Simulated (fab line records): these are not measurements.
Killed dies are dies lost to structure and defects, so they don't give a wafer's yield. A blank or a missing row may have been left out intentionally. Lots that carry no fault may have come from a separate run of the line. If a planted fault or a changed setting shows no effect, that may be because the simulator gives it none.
Which tool is to blame? + flow gf180mcu + Sampling: 11 lots, 33 wafers, 3 of 602 route steps

## WHAT THE GAUGES SHOWED, per wafer
GF_HV_LDD_CD_MEAS_31: the cd target is 400 nm.
| lot  | measured     | on        | cd nm (nm)        |
|------|--------------|-----------|-------------------|
| L606 | day 11 20:53 | cd sem-02 | 403.2 405.4 403.9 |
| L607 | day 12 00:43 | cd sem-02 | 397.0 396.9 397.6 |
| L610 | day 13 02:09 | cd sem-01 | 397.9 397.5 397.6 |
| L611 | day 13 08:28 | cd sem-01 | 397.1 398.8 398.0 |
| L613 | day 14 04:47 | cd sem-01 | 400.5 397.5 400.0 |
| L616 | day 14 23:31 | cd sem-01 | 402.5 401.1 401.0 |
| L621 | day 16 19:22 | cd sem-02 | - - -             |
| L622 | day 17 10:59 | cd sem-01 | 402.0 403.9 400.2 |
| L626 | day 18 18:02 | cd sem-02 | 402.3 400.2 399.2 |
| L627 | day 18 18:21 | cd sem-01 | 401.6 400.4 400.0 |
| L629 | day 19 16:31 | cd sem-01 | 397.9 400.2 399.5 |

## EACH LOT AND THE TOOL THAT RAN IT (in order: tool; ch and the chambers of the sampled wafers; start)
| lot  | GF_VT_IMPLANT_STRIP_42               | GF_HV_LDD_EXPOSE_28                 |
|------|--------------------------------------|-------------------------------------|
| L606 | plasma asher-01 ch 0,1, day 7 16:31  | iline stepper-02 ch 0, day 11 11:40 |
| L607 | plasma asher-01 ch 0,1, day 7 20:16  | iline stepper-01 ch 0, day 11 15:20 |
| L610 | plasma asher-04 ch 1, day 8 20:14    | iline stepper-02 ch 0, day 12 16:07 |
| L611 | plasma asher-03 ch 0,1, day 9 00:37  | iline stepper-01 ch 0, day 12 22:35 |
| L613 | plasma asher-01 ch 0,1, day 9 15:56  | iline stepper-02 ch 0, day 13 18:43 |
| L616 | plasma asher-03 ch 0,1, day 10 10:34 | iline stepper-01 ch 0, day 14 13:26 |
| L621 | plasma asher-01 ch 0,1, day 11 21:48 | iline stepper-02 ch 0, day 16 08:03 |
| L622 | plasma asher-03 ch 0,1, day 12 05:36 | iline stepper-02 ch 0, day 16 23:44 |
| L626 | plasma asher-03 ch 0,1, day 13 09:40 | iline stepper-02 ch 0, day 18 05:52 |
| L627 | plasma asher-03 ch 0,1, day 13 13:48 | iline stepper-02 ch 0, day 18 06:08 |
| L629 | plasma asher-01 ch 0,1, day 14 04:28 | iline stepper-02 ch 0, day 19 03:34 |
- GF_VT_IMPLANT_STRIP_42: strips in O2/N2.
- GF_HV_LDD_EXPOSE_28: exposes mask Nplus HV AREA, target cd 400 nm.

## THE ANSWER, worked out from the rows above alone
Rule: usual is defined by the lots themselves. The widest of any qualifying gaps counts: lots, ordered by their means at a reading, are off when they make up no more than a third of the lots, leave a main group of 4 or more, and stand apart from it by 3 or more times the standard deviation of that group's means. If all means in a main group match to the digits the tables above print for the reading, that group is not used. Also off: a lot with no number at a reading for which 4 or more lots have one. The other lots that the step has rows for count as sound.
Off, at GF_HV_LDD_CD_MEAS_31 on cd nm: L621. Without a number there: L621. The main group has a mean of 400.0 nm with a standard deviation of 2.1.
If a tool, at a process step before that reading, ran all the lots that are off and no sound lot after the first of them, it fits. Gauges at GF_HV_LDD_CD_MEAS_31: tried the same way as those tools. Not one of the candidates tried fits.

## WHAT THE SIMULATOR HAD PUT IN
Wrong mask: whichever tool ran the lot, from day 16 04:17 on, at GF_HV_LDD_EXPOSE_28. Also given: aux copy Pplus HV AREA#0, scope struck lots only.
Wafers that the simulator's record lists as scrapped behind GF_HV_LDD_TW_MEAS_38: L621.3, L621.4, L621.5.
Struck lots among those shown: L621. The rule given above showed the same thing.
